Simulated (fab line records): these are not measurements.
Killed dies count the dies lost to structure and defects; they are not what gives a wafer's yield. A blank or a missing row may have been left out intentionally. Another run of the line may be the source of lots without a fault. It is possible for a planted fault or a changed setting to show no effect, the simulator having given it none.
Which tool did it? :: flow gf180mcu :: 6 lots (18 wafers sampled), 1 step of a 602-step route

## WHAT THE GAUGES READ, wafer by wafer
GF_V4_THK_MEAS_01.
lot: L253
measured: day 23 19:41
on: filmMetro-03
V4_CVD_00_THK (nm): 598 603 601

lot: L256
measured: day 24 23:07
on: filmMetro-03
V4_CVD_00_THK (nm): 596 598 602

lot: L259
measured: day 26 04:56
on: filmMetro-02
V4_CVD_00_THK (nm): 595 599 601

lot: L266
measured: day 28 06:26
on: filmMetro-02
V4_CVD_00_THK (nm): 600 604 601

lot: L268
measured: day 28 16:49
on: filmMetro-03
V4_CVD_00_THK (nm): 611 615 590

lot: L271
measured: day 29 12:22
on: filmMetro-03
V4_CVD_00_THK (nm): 601 613 610

## TOOL THAT RAN EACH LOT (tool first, then ch and the chambers of the sampled wafers, then the start)
No process step before these readings appears in the record.

## THE ANSWER, worked out from the rows above alone
Rule: usual is defined by the lots themselves. Put in order of their means at a reading, lots are off if they are a third of the lots or fewer, leave a main group of 4 or more, and stand apart from it by a gap of 3 or more times the standard deviation of the main group's means; of several such gaps the widest counts. If all means in a main group match to the digits the tables above print for the reading, that group is not used. Also off: a lot with no number at a reading for which 4 or more lots have one. The other lots that the step has rows for count as sound.
Nothing can be told from this: no lot is off at any reading shown.

## WHAT THE SIMULATOR HAD INSERTED
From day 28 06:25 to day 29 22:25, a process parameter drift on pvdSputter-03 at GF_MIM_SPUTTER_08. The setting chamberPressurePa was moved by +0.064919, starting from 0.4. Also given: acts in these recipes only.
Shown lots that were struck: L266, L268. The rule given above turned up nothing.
